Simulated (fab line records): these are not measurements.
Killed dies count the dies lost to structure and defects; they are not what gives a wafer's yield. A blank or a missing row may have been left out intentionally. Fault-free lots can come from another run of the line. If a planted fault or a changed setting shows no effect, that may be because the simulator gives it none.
Split-lot study    flow sfqLine    route with 325 steps; 5 lots, 16 wafers read

SPLIT DETAILS
At SFQ_TRILAYER_M6_ETCH_METAL_ETCH_162 (etches Nb in Cl2/Ar, stops on SiO2, target depth 240 nm, time 120 s), the setting icpW was moved away from the recipe's 600 W on 6 of the 16 wafers read, by -8.8% to +8.3%. All remaining wafers had this setting at the recipe value.

The split's own step is where the reading is taken.

THE READING
KrF_of_TRILAYER_M6_LITHO_COAT_159.thkNm (the simulator's own value, which no gauge read), in nm, at SFQ_TRILAYER_M6_ETCH_METAL_ETCH_162 (etches Nb in Cl2/Ar, stops on SiO2, target depth 240 nm, time 120 s). There is no usual value for it anywhere in the file. Across the 10 wafers here that went through the recipe, the average is 380.8 nm and the standard deviation 2.2 nm.

wafer   tool, chamber at the split  icpW as run, W  against the recipe  KrF_of_TRILAYER_M6_LITHO_COAT_159.thkNm, nm  against lot-mates on the recipe
L078.4  rieMetal-01, 1              649.7           +8.3%               368.5                                        -11.1
L078.5  rieMetal-01, 1              600             recipe              379.6                                        -
L079.3  rieMetal-02, 1              600             recipe              383.3                                        -
L079.4  rieMetal-02, 0              600             recipe              380.9                                        -
L079.5  rieMetal-02, 0              600             recipe              379                                          -
L081.1  rieMetal-03, 1              600             recipe              379.7                                        -
L081.3  rieMetal-03, 1              626.9           +4.5%               373.8                                        -8.7
L081.4  rieMetal-03, 0              600             recipe              383.9                                        -
L081.5  rieMetal-03, 0              600             recipe              383.9                                        -
L081.6  rieMetal-03, 1              626.9           +4.5%               370.8                                        -11.7
L083.1  rieMetal-01, 1              600             recipe              376.8                                        -
L083.2  rieMetal-01, 1              600             recipe              379.8                                        -
L083.6  rieMetal-01, 1              547.1           -8.8%               388.8                                        +10.5
L085.3  rieMetal-03, 1              600             recipe              380.6                                        -
L085.4  rieMetal-03, 0              574.8           -4.2%               386.5                                        +5.9
L085.6  rieMetal-03, 0              574.8           -4.2%               389.8                                        +9.2

FIT RESULTS
A straight line over all 16 wafers: KrF_of_TRILAYER_M6_LITHO_COAT_159.thkNm changes by -1.4 nm for each +1% of icpW; r = -0.91; the points scatter about the line by 2.5 nm.
The same after taking each lot's own level away (the mean of its wafers on the recipe; 16 wafers): -1.53 nm for each +1%; r = -0.94; scatter 2.2 nm.
On that fit, the largest move of icpW shifts the reading by 13 nm.
The span of the lots' own levels, 378.30 to 382.50 nm, comes to 1.9 times the standard deviation stated above.
Consequently the slope shifts little with the lot-to-lot level, the two slopes agreeing.
Check: for one of the wafers moved furthest among these (-8.8%), held out of the fit, the line's prediction against its lot-mates is +15 nm. Against them it came out at +10.5 nm.
Tool readings at the split's step, against how far the setting was moved: oesProductAu r = +0.47.

OTHER SPLITS APPLIED TO THESE WAFERS
Other splits were also applied to these wafers ahead of the reading. Each is held against what the fit with the lots' levels taken away leaves over:
other split on the same wafers                   wafers away from the commonest value  r with KrF_of_TRILAYER_M6_LITHO_COAT_159.thkNm (lot level and that fit taken away)
SFQ_TRILAYER_JJ_TRILAYER_DEP_SPUTTER_112 powerW  7                                     +0.43
SFQ_TRILAYER_JJ_CE_LITHO_COAT_119 spinRpm        6                                     +0.02
SFQ_TRILAYER_M5_BARC_OPEN_METAL_ETCH_161 timeS   2                                     +0.63
SFQ_TRILAYER_R5_ETCH_METAL_ETCH_139 timeS        4                                     -0.12
SFQ_TRILAYER_C5_LITHO_EXPOSE_152 doseMj          3                                     -0.12
SFQ_TRILAYER_M6_DEP_SPUTTER_157 timeS            0                                     -
SFQ_TRILAYER_M6_LITHO_EXPOSE_160 doseMj          7                                     -0.15

THE FILE'S OWN FIT
KrF_of_TRILAYER_M6_LITHO_COAT_159.thkNm changes by -1.51 nm for each +1% of icpW, r = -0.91.
